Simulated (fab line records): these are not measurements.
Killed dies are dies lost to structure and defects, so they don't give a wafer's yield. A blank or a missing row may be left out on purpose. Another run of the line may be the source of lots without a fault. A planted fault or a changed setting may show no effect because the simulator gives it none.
A lot that was struck, set against a sound lot ; flow sky130 ; 15 steps out of a route of 708
Sound: the wafers L891.2, L891.3, L891.5. Struck: wafer L903.3 (L903.5, L903.6, from the same lot, were not struck and are left out); the cause is given at the end.
Per side, at each step with rows, come the tool, then ch with its chambers, and then its first start. Under that, the readings that differ: sound wafers ; struck wafers ; difference of the means ; sigmas: that difference in standard deviations of wafers without a fault.
alike: readings with means less than 2 such deviations apart, plus words and numbers identical on both sides. not compared: withheld readings, readings lacking a value on some wafer, bounds such as >300 that could conceal the same value, and numbers that have no deviation in the record and whose values overlap.
A row with sigmas, a row that says differs or no value, or rows on one side alone: a step with any of these is where the two part. Non-overlapping numbers with no deviation appear without sigmas and do not part them. A reading that every wafer of one side lacks parts them only if that side has two wafers or more.

SKY_VIA3_CD_MEAS_12: the cd target is 200 nm.
  sound on cd_sem-01 at day 41 17:23; struck on cd_sem-02 at day 44 19:42
  alike: cd_nm
SKY_VIA3_OVL_MEAS_13:
  sound on overlay-02 at day 41 17:29; struck on overlay-01 at day 44 19:48
  alike: VIA3_OVL
SKY_VIA3_ETCH_14: etches BARC in N2/H2, stops on SiO2, time 45.9 s, target depth 60 nm.
  sound on rie_diel-01 ch 0,2, day 41 17:31; struck on rie_diel-03 ch 2, day 44 19:49
  alike: drypump_motor_current_A, oes_product_au, throttle_valve_pct
  not compared: rf_hours_counter_h
SKY_VIA3_ETCH_15: etches SiO2 in C4F8/O2/Ar, stops on TiN, target depth 507 nm, time 78 s.
  sound on rie_diel-01 ch 0,2, day 41 17:34; struck on rie_diel-03 ch 2, day 44 19:52
  alike: oes_product_au
  not compared: rf_hours_counter_h
then, 4 steps without rows for these wafers: SKY_VIA3_STRIP_16 (strips in O2/N2); SKY_VIA3_STRIP_17 (strips in post etch residue remover, time 1200 s); SKY_VIA3_CLEAN_18 (cleans in IPA, time 180 s); SKY_VIA3_CLEAN_19 (cleans in O3/DIW).
SKY_VIA3_SPUTTER_20: material TiN, target thk 20 nm, time 80 s.
  sound on pvd_sputter-02 at day 41 18:13; struck on pvd_sputter-02 at day 44 20:31
  alike: throttle_valve_pct
SKY_VIA3_CVD_21: deposits W, target thk 390 nm, time 117.31 s.
  sound on cvd_w-01 ch 0,1, day 41 18:16; struck on cvd_w-02 ch 0, day 44 20:37
  alike: heater_power_w
SKY_VIA3_RS_MEAS_22: measurement is done with a four-point probe.
  sound on film_metro-01 at day 41 18:25; struck on film_metro-01 at day 44 20:44
  alike: VIA3_W_RS
SKY_VIA3_THK_MEAS_23: measures by xrf.
  sound on film_metro-01 at day 41 18:32; struck on film_metro-01 at day 44 20:50
  alike: VIA3_W_THK
SKY_VIA3_CMP_24: polishes, stops on SiO2, t overpolish 20 s, target thk 0 nm.
  sound on cmp-02 ch 1,2,3, day 41 18:38; struck on cmp-01 ch 1, day 44 20:56
reading;sound;struck;difference;sigmas
overpolish_run_s (s);19.999 20.021 19.997;0.035;-19.971;-99 or more
time_to_endpoint_s (s);103 98 101;148;+47;+15
  alike: motor_current_A
SKY_METAL4_SPUTTER_00: material Ti, target thk 15 nm, time 10 s.
  the record has rows for the sound wafers here (pvd_sputter-03, day 41 18:53) and none for the struck ones
-- the record jumps here: 5 days lie between the struck wafers' starts before and after (it left off in module METAL4 and takes up again in module PAD_OPEN, whose first step shown is number 708 of the route) --
SKY_PAD_OPEN_PROBE_99:
  sound on prober-01 at day 47 11:50; struck on prober-02 at day 50 01:51
reading;sound;struck;difference;sigmas
defect_limited_yield (%);82.3 83.1 78.9;0;-81;-43
killed_at_M0_to_M3;46 32 53;441;+397;+61
killed_dies;87 83 104;492;+401;+43
killed_on_rim;18 14 24;96;+77;+18
sort_bin_3_pad_short (%);0.4 2.0 1.0;81.9;+80.8;+99 or more
sort_n_pass;405 409 388;0;-401;-43
sort_yield_pct (%);82.3 83.1 78.9;0;-81;-43
  alike: killed_at_M4_up, killed_at_contacts, killed_at_front_end, killed_at_other, killed_open, killed_short, sort_bin_5_function, sort_bin_6_memory

== WHERE THEY PART ==
Last at SKY_PAD_OPEN_PROBE_99 as far as this record goes, first at SKY_VIA3_CMP_24.

WHY: whatever the simulator had introduced
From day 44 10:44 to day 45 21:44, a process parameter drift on cmp-01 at SKY_VIA3_CMP_24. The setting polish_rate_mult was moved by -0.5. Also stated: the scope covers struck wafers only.
